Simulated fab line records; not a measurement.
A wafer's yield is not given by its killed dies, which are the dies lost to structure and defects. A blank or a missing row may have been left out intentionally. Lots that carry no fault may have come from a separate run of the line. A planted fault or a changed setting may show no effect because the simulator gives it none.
fab line records	flow sky130
[record] lots = 6	wafers = 18	lastDay = 50
route steps=708 shown METAL5@675 PASSIVATION@681 PAD_OPEN@694
lots that met no fault: taken from a fault-free run of the same line
startH: start of the lot's first displayed wafer, in hours after the record's first day	waitH: hours elapsed since this lot's preceding step	" unchanged from the row above	L1.1+2: a row that stands for several wafers	- no value, or no start given	* or withheld: withheld	< > ~ a bound
route shown NAME@n: NAME is a module with steps in the file, n the number in the route of the first one	usual: mean and standard deviation over wafers with no fault	same: alike in all rows	chamber/n: place in a boat	sites: per-site readings	_std_site: standard deviation across them	_edge_site: the outer-site mean with the inner-site mean subtracted	radiusMm: for every site, how far away it sits from the centre of the wafer	mask NAME#n: copy n	behind: tool/chamber where the wafer was last shaped	hold: cause of the lot's hold/its duration in hours/its outcome	device: whichever transistor did not switch (one of n, p or np)	end of line: the route-end tests of the same wafers	step lacking rows: just its recipe	killed: the dies lost at the first sort to structure and to defects; this is not the yield of the wafer	map: a wafer's dies, marking killed ones x, the rest . and places with no die _
set.NAME: the setting the step ran with; set.NAME@STEP: the setting that earlier step ran with	model.NAME: the simulator's own value behind a step, which no gauge read
lots at some steps of the route; a table a step, a row a wafer
services: the hour from which a tool's chamber was out of use, counted from the record's first day as startH (under 0 if before that day), plus the number of hours and why
[[steps]]
[step SKY_METAL5_DESCUM_14]
[recipe] chemistry = O2	sourcePowerW = 150	biasPowerW = 0	pressureMtorr = 10	tempC = 40	timeS = 11
[usual] drypumpMotorCurrentA = 5.8/0.56	heBacksideLeakSccm = 3.49/0.29	oesProductAu = 1.000/0.0066
lot.wafer	tool	chamber	startH	waitH	drypumpMotorCurrentA	heBacksideLeakSccm	oesProductAu	rfHoursCounterH
L372.1	rieMetal-03	0	1042.71	0.1	6.2	3.53	1.000	12
L372.2	"	1	"	"	5.6	3.14	1.001	9
L372.3	"	0	"	"	6.2	3.27	0.989	-
L381.1	rieMetal-04	0	1099.86	0.1	5.7	3.50	1.001	18
L381.2	"	1	"	"	6.2	3.46	1.005	24
L381.5	"	0	"	"	5.6	3.64	1.012	-
L382.2	rieMetal-03	1	1113.41	0.1	5.5	3.24	0.988	13
L382.3	"	0	"	"	6.2	3.56	0.995	-
L382.5	"	1	"	"	5.6	3.18	1.000	-
L385.3	rieMetal-01	1	1125.97	0.1	4.9	3.63	0.990	-
L385.5	"	0	"	"	6.4	3.46	1.003	-
L385.6	"	1	"	"	4.9	3.55	0.991	-
L391.1	rieMetal-01	0	1160.84	0.1	6.4	3.45	0.997	14
L391.2	"	1	"	"	4.9	3.77	0.990	23
L391.5	"	1	"	"	4.9	3.64	0.996	-
L392.1	rieMetal-03	0	1163.96	0.1	6.2	3.43	0.998	21
L392.3	"	1	"	"	5.5	3.35	0.996	-
L392.4	"	0	"	"	6.2	3.35	0.995	-
[step SKY_METAL5_METAL_ETCH_15]
[recipe] targetDepthA = 12600	stopOn = SiO2	overEtchFrac = 0.2	timeS = 252	chemistry = Cl2/BCl3	resistSidewallDeg = 86	pressureMtorr = 10	icpW = 900	biasW = 48.5	Cl2_flow_sccm = 60	bcl3FlowSccm = 30
[usual] drypumpMotorCurrentA = 5.8/0.56	heBacksideLeakSccm = 3.51/0.29	mfcCl2Sccm = 60.00/0.21	oesProductAu = 0.894/0.0055	throttleValvePct = 22.263/0.0085
[same] overEtchFrac = 0.2
lot.wafer	tool	chamber	startH	waitH	drypumpMotorCurrentA	heBacksideLeakSccm	mfcCl2Sccm	oesProductAu	rfHoursCounterH	throttleValvePct
L372.1	rieMetal-03	0	1042.74	0.0	6.2	3.27	60.04	0.892	12	22.261
L372.2	"	1	"	"	5.5	3.28	59.80	0.891	9	22.251
L372.3	"	0	"	"	6.2	3.25	59.91	0.895	-	22.261
L381.1	rieMetal-04	0	1099.89	0.0	5.7	3.37	59.74	0.901	18	22.259
L381.2	"	1	"	"	6.2	3.10	60.44	0.894	24	22.274
L381.5	"	0	"	"	5.7	3.49	59.83	0.887	-	22.265
L382.2	rieMetal-03	1	1113.44	0.0	5.6	3.42	59.89	0.890	13	22.256
L382.3	"	0	"	"	6.2	3.36	60.15	0.893	-	22.271
L382.5	"	1	"	"	5.5	3.28	59.90	0.891	-	22.258
L385.3	rieMetal-01	1	1126.07	0.1	4.9	3.66	59.85	0.898	-	22.265
L385.5	"	0	"	"	6.4	3.71	59.88	0.893	-	22.276
L385.6	"	1	"	"	4.9	3.69	59.81	0.898	-	22.258
L391.1	rieMetal-01	0	1160.87	0.0	6.4	3.44	60.01	0.892	14	22.259
L391.2	"	1	"	"	4.9	3.66	60.21	0.897	23	22.282
L391.5	"	1	"	"	4.9	3.61	60.11	0.898	-	22.260
L392.1	rieMetal-03	0	1163.99	0.0	6.2	3.34	60.08	0.892	21	22.272
L392.3	"	1	"	"	5.5	3.50	60.21	0.898	-	22.252
L392.4	"	0	"	"	6.2	3.36	59.96	0.889	-	22.261
[step SKY_METAL5_STRIP_16]
[recipe] chemistry = O2/N2	powerW = 1400	pressureMtorr = 1500	platenTempC = withheld	o2FlowSccm = 3000	n2FlowSccm = 300	overashFraction = 0.5
[usual] drypumpMotorCurrentA = 5.6/0.5	oesProductAu = 0.710/0.0045	stripTimeToEndpointS = 13.04/0.1
lot.wafer	tool	chamber	startH	waitH	drypumpMotorCurrentA	oesProductAu	rfHoursCounterH	stripTimeToEndpointS
L372.1	plasmaAsher-03	1	1042.98	0.2	5.3	0.712	70	13.21
L372.2	"	0	"	"	5.6	0.711	70	13.07
L372.3	"	0	"	"	5.6	0.716	-	13.13
L381.1	plasmaAsher-02	0	1100.13	0.2	5.3	0.706	3	13.05
L381.2	"	1	"	"	5.1	0.704	3	13.08
L381.5	"	1	"	"	5.1	0.711	-	13.06
L382.2	plasmaAsher-01	0	1113.68	0.2	6.7	0.707	103	13.18
L382.3	"	0	"	"	6.8	0.710	-	13.03
L382.5	"	1	"	"	5.8	0.714	-	13.12
L385.3	plasmaAsher-03	0	1126.26	0.1	5.6	0.702	-	13.12
L385.5	"	1	"	"	5.3	0.709	-	13.09
L385.6	"	0	"	"	5.6	0.711	-	13.15
L391.1	plasmaAsher-02	0	1161.11	0.2	5.3	0.700	9	13.13
L391.2	"	1	"	"	5.0	0.710	9	13.20
L391.5	"	0	"	"	5.2	0.705	-	13.15
L392.1	plasmaAsher-02	0	1164.23	0.2	5.3	0.714	10	12.92
L392.3	"	0	"	"	5.3	0.704	-	13.02
L392.4	"	1	"	"	5.1	0.706	-	12.88
[step SKY_METAL5_STRIP_17]
[recipe] chemistry = postEtchResidueRemover	timeS = 1200	tempC = 72.5
[step SKY_METAL5_CLEAN_18]
[recipe] chemistry = IPA	timeS = 180	tempC = 25
[step SKY_METAL5_CLEAN_19]
[recipe] chemistry = O3/DIW	dry = n2Spin
[step SKY_PASSIVATION_CVD_00]
[recipe] material = SiO2	targetThkNm = 90	tempC = 400	timeS = withheld	rfW = 600
[usual] heaterPowerW = 699/81	susceptorTempC = 400.00/0.21
lot.wafer	tool	chamber	startH	waitH	heaterPowerW	susceptorTempC
L372.1	pecvd-01	1	1043.57	0.0	812	400.15
L372.2	"	0	"	"	572	400.22
L372.3	"	2	"	"	703	400.08
L381.1	pecvd-04	2	1100.76	0.0	674	399.88
L381.2	"	0	"	"	809	400.04
L381.5	"	1	"	"	818	400.29
L382.2	pecvd-04	1	1114.31	0.0	697	400.27
L382.3	"	2	"	"	770	400.21
L382.5	"	0	"	"	721	400.34
L385.3	pecvd-04	1	1126.86	0.0	767	399.98
L385.5	"	2	"	"	840	399.61
L385.6	"	0	"	"	783	399.82
L391.1	pecvd-01	1	1161.70	0.0	725	400.28
L391.2	"	2	"	"	680	400.30
L391.5	"	1	"	"	726	400.05
L392.1	pecvd-01	0	1165.05	0.0	591	400.17
L392.3	"	1	"	"	654	400.36
L392.4	"	0	"	"	580	399.59
[step SKY_PASSIVATION_THK_MEAS_01]
[recipe] reads = SiO2_of_PASSIVATION_CVD_00
[usual] PASSIVATION_CVD_00_THK = 90.2/1.3
lot.wafer	tool	chamber	startH	waitH	PASSIVATION_CVD_00_THK[nm]
L372.1	filmMetro-04	-	1043.59	-	90.3
L372.2	"	-	"	"	90.2
L372.3	"	-	"	"	89.0
L381.1	filmMetro-04	-	1100.78	-	90.3
L381.2	"	-	"	"	92.0
L381.5	"	-	"	"	91.9
L382.2	filmMetro-03	-	1114.34	-	89.4
L382.3	"	-	"	"	90.2
L382.5	"	-	"	"	91.4
L385.3	filmMetro-04	-	1126.90	-	89.8
L385.5	"	-	"	"	92.1
L385.6	"	-	"	"	92.8
L391.1	filmMetro-02	-	1161.72	-	89.0
L391.2	"	-	"	"	89.5
L391.5	"	-	"	"	90.0
L392.1	filmMetro-04	-	1165.07	-	88.0
L392.3	"	-	"	"	89.0
L392.4	"	-	"	"	90.1
[step SKY_PASSIVATION_CVD_02]
[recipe] material = Si3N4	targetThkNm = 540	tempC = 400	timeS = withheld	rfW = 450
[usual] heaterPowerW = 746/93	susceptorTempC = 399.98/0.22
lot.wafer	tool	chamber	startH	waitH	heaterPowerW	susceptorTempC
L372.1	pecvd-04	2	1043.65	0.1	728	399.94
L372.2	"	0	"	"	839	399.74
L372.3	"	1	"	"	820	400.24
L381.1	pecvd-01	1	1100.84	0.1	835	400.49
L381.2	"	2	"	"	775	400.11
L381.5	"	1	"	"	843	400.48
L382.2	pecvd-03	0	1114.39	0.0	665	399.69
L382.3	"	1	"	"	650	399.99
L382.5	"	2	"	"	713	400.07
L385.3	pecvd-03	1	1126.94	0.0	733	399.88
L385.5	"	1	"	"	583	399.91
L385.6	"	2	"	"	668	399.60
L391.1	pecvd-03	2	1161.78	0.1	775	400.40
L391.2	"	1	"	"	574	399.97
L391.5	"	1	"	"	629	400.14
L392.1	pecvd-04	2	1165.13	0.1	859	399.75
L392.3	"	0	"	"	856	400.16
L392.4	"	1	"	"	749	400.14
[step SKY_PASSIVATION_THK_MEAS_03]
[recipe] reads = Si3N4_of_PASSIVATION_CVD_02
[usual] PASSIVATION_CVD_02_THK = 540/6
lot.wafer	tool	chamber	startH	waitH	PASSIVATION_CVD_02_THK[nm]
L372.1	filmMetro-04	-	1043.88	-	539
L372.2	"	-	"	"	540
L372.3	"	-	"	"	542
L381.1	filmMetro-04	-	1101.07	-	536
L381.2	"	-	"	"	534
L381.5	"	-	"	"	539
L382.2	filmMetro-04	-	1114.63	-	531
L382.3	"	-	"	"	536
L382.5	"	-	"	"	546
L385.3	filmMetro-03	-	1127.18	-	534
L385.5	"	-	"	"	545
L385.6	"	-	"	"	543
L391.1	filmMetro-04	-	1162.01	-	524
L391.2	"	-	"	"	531
L391.5	"	-	"	"	535
L392.1	filmMetro-04	-	1165.36	-	545
L392.3	"	-	"	"	539
L392.4	"	-	"	"	558
[step SKY_PASSIVATION_DEHYDRATE_04]
[recipe] tempC = 200	timeS = 60
[step SKY_PASSIVATION_HMDS_05]
[recipe] primeTimeS = 60	primeTempC = 120
[step SKY_PASSIVATION_COAT_06]
[recipe] spinRpm = 2000	resistThkNm = 3000
lot.wafer	tool	chamber	startH	waitH	model.coat_of_PASSIVATION_COAT_06.thkNm
L372.1	lithoTrack-03	0	1054.13	0.1	3003
L372.2	"	0	"	"	3013
L372.3	"	0	"	"	2996
L381.1	lithoTrack-02	0	1110.56	0.1	2989
L381.2	"	0	"	"	2992
L381.5	"	0	"	"	2990
L382.2	lithoTrack-04	0	1123.73	0.1	2980
L382.3	"	0	"	"	2989
L382.5	"	0	"	"	2994
L385.3	lithoTrack-02	0	1136.96	0.1	3003
L385.5	"	0	"	"	3006
L385.6	"	0	"	"	3007
L391.1	lithoTrack-03	0	1170.39	0.1	3098
L391.2	"	0	"	"	3086
L391.5	"	0	"	"	3084
L392.1	lithoTrack-03	0	1173.34	0.1	3081
L392.3	"	0	"	"	3077
L392.4	"	0	"	"	3088
[step SKY_PASSIVATION_SOFTBAKE_07]
[recipe] tempC = 110	timeS = withheld
[step SKY_PASSIVATION_EXPOSE_08]
[recipe] maskId = NSM	targetCdNm = 3000	na = 0.57	doseMj = 260
[step SKY_PASSIVATION_PEB_09]
[recipe] tempC = 115	timeS = withheld
[step SKY_PASSIVATION_DEVELOP_10]
[recipe] developTimeS = 60	devTempC = 23
[step SKY_PASSIVATION_ETCH_11]
[recipe] chemistry = CF4/O2	targetDepthNm = 725	stopOn = AlCu	sourceW = 800	biasW = 150	pressureMtorr = 150	cf4FlowSccm = 80	O2_flow_sccm = 10	timeS = 161.1
[usual] drypumpMotorCurrentA = 5.7/0.39	oesProductAu = 0.977/0.0065	throttleValvePct = 5.964/0.0083
lot.wafer	tool	chamber	startH	waitH	drypumpMotorCurrentA	oesProductAu	rfHoursCounterH	throttleValvePct	model.coat_of_PASSIVATION_COAT_06.thkNm
L372.1	rieDiel-02	0	1064.81	-	5.7	0.971	31	5.974	2524
L372.2	"	2	"	"	6.0	0.967	21	5.969	2544
L372.3	"	3	"	"	4.8	0.969	23	5.962	2518
L381.1	rieDiel-03	0	1121.14	-	5.7	0.972	12	5.964	2502
L381.2	"	1	"	"	5.7	0.975	10	5.982	2514
L381.5	"	3	"	"	5.7	0.983	-	5.969	2505
L382.2	rieDiel-04	1	1134.31	-	5.4	0.963	15	5.969	2504
L382.3	"	3	"	"	5.6	0.972	20	5.968	2504
L382.5	"	2	"	"	6.1	0.982	-	5.958	2516
L385.3	rieDiel-04	1	1146.39	-	5.4	0.980	16	5.963	2532
L385.5	"	1	"	"	5.4	0.980	-	5.963	2529
L385.6	"	2	"	"	6.1	0.982	-	5.977	2522
L391.1	rieDiel-03	2	1178.91	-	6.1	0.967	15	5.956	2607
L391.2	"	1	"	"	5.7	0.968	12	5.964	2610
L391.5	"	1	"	"	5.7	0.983	-	5.974	2601
L392.1	rieDiel-03	0	1181.76	-	5.7	0.977	15	5.975	2601
L392.3	"	2	"	"	6.1	0.979	15	5.963	2592
L392.4	"	1	"	"	5.7	0.993	13	5.974	2605
[step SKY_PASSIVATION_STRIP_12]
[recipe] chemistry = O2/N2	powerW = 1400	pressureMtorr = 1500	platenTempC = withheld	overashFraction = 0.7	o2FlowSccm = 3000	n2FlowSccm = 300
[usual] drypumpMotorCurrentA = 5.6/0.34	oesProductAu = 0.661/0.0043	stripTimeToEndpointS = 31.53/0.12
lot.wafer	tool	chamber	startH	waitH	drypumpMotorCurrentA	oesProductAu	rfHoursCounterH	stripTimeToEndpointS
L372.1	plasmaAsher-02	0	1064.91	0.1	5.3	0.658	0	31.61
L372.2	"	1	"	"	5.1	0.657	0	31.85
L372.3	"	0	"	"	5.3	0.664	-	31.54
L381.1	plasmaAsher-03	0	1121.24	0.1	5.6	0.665	78	31.35
L381.2	"	1	"	"	5.3	0.663	78	31.47
L381.5	"	1	"	"	5.3	0.669	-	31.38
L382.2	plasmaAsher-02	0	1134.42	0.1	5.3	0.665	6	31.37
L382.3	"	1	"	"	5.1	0.661	-	31.40
L382.5	"	0	"	"	5.3	0.655	-	31.52
L385.3	plasmaAsher-04	1	1146.53	0.1	6.1	0.661	-	31.71
L385.5	"	0	"	"	5.7	0.663	-	31.68
L385.6	"	1	"	"	6.1	0.660	-	31.57
L391.1	plasmaAsher-02	1	1179.02	0.1	5.0	0.667	11	32.56
L391.2	"	0	"	"	5.3	0.655	11	32.59
L391.5	"	1	"	"	5.1	0.654	-	32.50
L392.1	plasmaAsher-03	1	1181.87	0.1	5.3	0.669	84	32.50
L392.3	"	0	"	"	5.6	0.661	-	32.38
L392.4	"	1	"	"	5.3	0.653	-	32.54
[step SKY_PAD_OPEN_DEHYDRATE_00]
[recipe] tempC = 200	timeS = 60
[step SKY_PAD_OPEN_PROBE_99]
[usual] defectLimitedYield = 82.5/1.9	killed_at_M0_to_M3 = 44/7.2	killed_at_M4_up = 2.9/1.8	killedAtContacts = 24/5.6	killedAtFrontEnd = 15/4.2	killedAtOther = 0.4/0.71	killedDies = 86/9.2	killedOpen = 47/7.2	killedShort = 39/5.7	sort_bin_3_pad_short = 0.9/0.4	sort_bin_5_function = 10.2/1.6	sort_bin_6_memory = 6.4/1.2	sortNPass = 406/9.2	sortYieldPct = 82.5/1.9
[same] grossDies = 492	killedAtBackSide = 0	sort_bin_4_leakage[%] = 0	sort_bin_8_speed[%] = 0
lot.wafer	tool	chamber	startH	waitH	defectLimitedYield[%]	killed_at_M0_to_M3	killed_at_M4_up	killedAtContacts	killedAtFrontEnd	killedAtOther	killedDies	killedOpen	killedShort	sort_bin_3_pad_short[%]	sort_bin_5_function[%]	sort_bin_6_memory[%]	sortNPass	sortYieldPct[%]
L372.1	prober-02	-	1088.58	0.1	83.3	45	2	18	16	1	82	42	40	0.4	10.2	6.1	410	83.3
L372.2	prober-02	-	1088.63	0.1	83.5	46	2	18	13	2	81	39	42	0.6	10.6	5.3	411	83.5
L372.3	prober-02	-	1088.68	0.2	82.7	53	1	14	16	1	85	34	51	1.4	10.0	5.9	407	82.7
L381.1	prober-02	-	1143.07	0.1	80.7	41	2	28	24	0	95	55	40	0.6	10.0	8.7	397	80.7
L381.2	prober-02	-	1143.12	0.1	81.3	54	4	20	14	0	92	47	45	1.0	8.7	8.9	400	81.3
L381.5	prober-02	-	1143.27	0.2	86.2	29	5	20	14	0	68	39	28	0.6	7.5	5.7	424	86.2
L382.2	prober-02	-	1155.27	0.1	80.5	47	2	27	20	0	96	53	40	0.8	13.0	5.7	396	80.5
L382.3	prober-02	-	1155.32	0.2	82.1	46	4	21	17	0	88	51	37	1.6	8.7	7.5	404	82.1
L382.5	prober-02	-	1155.42	0.2	84.8	38	3	17	16	1	75	41	33	1.0	9.3	4.9	417	84.8
L385.3	prober-01	-	1166.97	0.2	83.9	41	4	19	15	0	79	41	38	1.0	8.3	6.7	413	83.9
L385.5	prober-01	-	1167.07	0.2	81.9	54	3	20	12	0	89	53	36	0	9.3	8.7	403	81.9
L385.6	prober-01	-	1167.12	0.2	83.5	46	2	16	17	0	81	38	43	0.6	8.3	7.5	411	83.5
L391.1	prober-01	-	1197.13	0.1	85.0	32	2	26	14	0	74	35	38	0.8	8.3	5.9	418	85.0
L391.2	prober-01	-	1197.18	0.1	85.0	40	3	15	15	1	74	35	39	1.8	7.7	5.5	418	85.0
L391.5	prober-01	-	1197.33	0.2	86.4	29	0	27	11	0	67	36	30	0.8	7.7	5.1	425	86.4
L392.1	prober-01	-	1200.18	0.1	83.9	37	4	22	16	0	79	38	40	1.6	7.9	6.5	413	83.9
L392.3	prober-01	-	1200.28	0.2	82.3	47	3	19	18	0	87	45	41	0.4	11.2	6.1	405	82.3
L392.4	prober-01	-	1200.33	0.2	85.4	35	4	21	11	1	72	41	29	0.6	9.6	4.5	420	85.4
// killed by level:class
L372.1 VIA3:geometricParticle:open=12 VIA1:geometricParticle:open=7 VIA1:geometricParticle:short=6 FIELD_ISO:geometricParticle:short=5 LOCAL_INTERCONNECT:geometricParticle:short=5 METAL1:geometricParticle:short=5 POLY_GATE:geometricParticle:open=4 LI_CONTACT:geometricParticle:open=4
L372.2 VIA3:geometricParticle:open=9 LOCAL_INTERCONNECT:geometricParticle:short=6 METAL1:geometricParticle:short=6 VIA1:geometricParticle:short=6 VIA1:geometricParticle:open=6 METAL2:geometricParticle:short=6 CONTACT:geometricParticle:open=5 VIA2:geometricParticle:open=5
L372.3 VIA1:geometricParticle:open=9 VIA1:geometricParticle:short=9 METAL2:geometricParticle:short=8 POLY_GATE:geometricParticle:short=7 VIA3:geometricParticle:open=7 CONTACT:geometricParticle:short=6 METAL1:geometricParticle:short=6 VIA2:geometricParticle:open=5
L381.1 CONTACT:geometricParticle:open=11 FIELD_ISO:geometricParticle:open=10 VIA1:geometricParticle:open=10 FIELD_ISO:geometricParticle:short=6 LI_CONTACT:geometricParticle:short=6 VIA2:geometricParticle:open=6 LI_CONTACT:geometricParticle:open=5 CONTACT:geometricParticle:short=5
L381.2 VIA2:geometricParticle:open=11 VIA1:geometricParticle:open=11 FIELD_ISO:geometricParticle:short=7 VIA1:geometricParticle:short=7 LI_CONTACT:geometricParticle:open=7 METAL1:geometricParticle:short=7 LOCAL_INTERCONNECT:geometricParticle:short=5 VIA3:geometricParticle:open=5
L381.5 CONTACT:geometricParticle:open=6 LI_CONTACT:geometricParticle:open=5 VIA1:geometricParticle:short=5 POLY_GATE:geometricParticle:open=4 LI_CONTACT:geometricParticle:short=4 VIA2:geometricParticle:open=4 METAL1:geometricParticle:open=4 VIA1:geometricParticle:open=4
L382.2 VIA1:geometricParticle:open=13 LI_CONTACT:geometricParticle:open=8 VIA1:geometricParticle:short=8 METAL1:geometricParticle:short=7 CONTACT:geometricParticle:open=7 FIELD_ISO:geometricParticle:open=5 LOCAL_INTERCONNECT:geometricParticle:short=5 METAL2:geometricParticle:short=5
L382.3 CONTACT:geometricParticle:open=9 VIA3:geometricParticle:open=9 METAL1:geometricParticle:short=7 VIA1:geometricParticle:short=7 VIA1:geometricParticle:open=7 VIA3:geometricParticle:short=5 POLY_GATE:geometricParticle:open=5 CONTACT:geometricParticle:short=5
L382.5 VIA1:geometricParticle:open=9 VIA3:geometricParticle:open=9 LOCAL_INTERCONNECT:geometricParticle:short=6 METAL1:geometricParticle:short=5 VIA2:geometricParticle:open=5 FIELD_ISO:geometricParticle:open=4 LI_CONTACT:geometricParticle:open=4 FIELD_ISO:geometricParticle:short=3
L385.3 VIA2:geometricParticle:open=8 VIA1:geometricParticle:open=6 CONTACT:geometricParticle:open=6 FIELD_ISO:geometricParticle:open=5 VIA3:geometricParticle:open=5 LOCAL_INTERCONNECT:geometricParticle:short=5 METAL2:geometricParticle:short=5 POLY_GATE:geometricParticle:short=4
L385.5 VIA1:geometricParticle:open=14 VIA1:geometricParticle:short=9 VIA2:geometricParticle:open=8 LI_CONTACT:geometricParticle:open=8 METAL2:geometricParticle:short=7 POLY_GATE:geometricParticle:open=5 CONTACT:geometricParticle:open=5 METAL1:geometricParticle:short=4
L385.6 VIA1:geometricParticle:open=10 VIA1:geometricParticle:short=10 METAL2:geometricParticle:short=6 LOCAL_INTERCONNECT:geometricParticle:short=5 CONTACT:geometricParticle:open=5 METAL3:geometricParticle:short=5 FIELD_ISO:geometricParticle:short=4 POLY_GATE:geometricParticle:short=4
L391.1 CONTACT:geometricParticle:open=11 VIA2:geometricParticle:open=8 CONTACT:geometricParticle:short=5 METAL1:geometricParticle:short=5 METAL2:geometricParticle:short=4 LI_CONTACT:geometricParticle:short=4 LI_CONTACT:geometricParticle:open=4 VIA3:geometricParticle:open=4
L391.2 VIA1:geometricParticle:open=7 FIELD_ISO:geometricParticle:short=5 METAL2:geometricParticle:short=5 CONTACT:geometricParticle:short=5 VIA3:geometricParticle:open=5 VIA1:geometricParticle:short=5 FIELD_ISO:geometricParticle:open=4 POLY_GATE:geometricParticle:open=4
L391.5 LI_CONTACT:geometricParticle:open=8 CONTACT:geometricParticle:open=6 VIA2:geometricParticle:open=5 LOCAL_INTERCONNECT:geometricParticle:short=5 VIA3:geometricParticle:open=5 CONTACT:geometricParticle:short=4 METAL1:geometricParticle:short=4 VIA1:geometricParticle:short=4
L392.1 VIA1:geometricParticle:open=7 CONTACT:geometricParticle:short=6 CONTACT:geometricParticle:open=6 VIA1:geometricParticle:short=6 LI_CONTACT:geometricParticle:open=5 METAL1:geometricParticle:short=5 LOCAL_INTERCONNECT:geometricParticle:short=4 METAL2:geometricParticle:short=4
L392.3 VIA1:geometricParticle:open=13 CONTACT:geometricParticle:open=8 VIA2:geometricParticle:open=8 METAL1:geometricParticle:short=7 METAL2:geometricParticle:short=7 FIELD_ISO:geometricParticle:short=6 FIELD_ISO:geometricParticle:open=5 CONTACT:geometricParticle:short=4
L392.4 VIA1:geometricParticle:open=7 CONTACT:geometricParticle:open=7 METAL1:geometricParticle:open=5 VIA3:geometricParticle:open=5 POLY_GATE:geometricParticle:open=4 LI_CONTACT:geometricParticle:open=4 LOCAL_INTERCONNECT:geometricParticle:short=4 VIA1:geometricParticle:short=4
[[services]]
tool	chamber	startH	hours	kind
plasmaAsher-02	-	1019.28	2.9	repair
rieDiel-04	1	1030.43	10.5	repair
pecvd-03	-	1034.36	28.1	pm
rieDiel-04	2	1037.06	13.9	repair
pecvd-01	1	1052.67	1.8	repair
plasmaAsher-01	-	1054.59	1.3	repair
plasmaAsher-02	-	1055.25	9.0	pm
plasmaAsher-02	0	1055.25	9.0	ventCycle
plasmaAsher-02	1	1055.25	9.0	ventCycle
plasmaAsher-03	-	1063.27	0.5	repair
plasmaAsher-02	0	1064.25	-	clean
plasmaAsher-02	1	1064.25	-	clean
rieDiel-03	2	1109.53	14.5	repair
rieDiel-04	0	1112.45	5.7	repair
plasmaAsher-02	-	1113.65	0.8	repair
rieDiel-04	-	1118.09	15.6	pm
pecvd-04	-	1120.50	0.3	repair
plasmaAsher-01	-	1141.68	9.8	repair
pecvd-04	1	1150.91	4.0	repair
rieDiel-02	-	1160.21	28.1	pm
rieMetal-03	1	1165.43	2.8	repair
rieMetal-04	1	1168.76	2.5	repair
pecvd-03	2	1169.46	7.4	repair
pecvd-03	1	1178.00	4.3	repair
[[key]]
[firstSign] step = SKY_PASSIVATION_STRIP_12	reading = stripTimeToEndpointS	direction = up	sigmas = 8.2	usual = *	struck = *
effect none on later readings
[modelEffect] step = SKY_PASSIVATION_COAT_06	value = coat_of_PASSIVATION_COAT_06.thkNm	without = 3001	struck = 3086
[modelEffect] step = SKY_PASSIVATION_ETCH_11	value = coat_of_PASSIVATION_COAT_06.thkNm	without = 2518	struck = 2603
metAt SKY_PASSIVATION_COAT_06
struckWafers L391.1,L391.2,L391.5,L392.1,L392.3,L392.4
onsetBetween 1054.13 1170.39
alsoFits time
[fault] kind = processParameterDrift	tool = lithoTrack-03	chamber = -	onsetH = 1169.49	steps = SKY_PASSIVATION_COAT_06	channel = resistThkNm	offset = 84.543	shape = step	endH = 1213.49	actsIn = theseRecipesOnly	stated = 3000
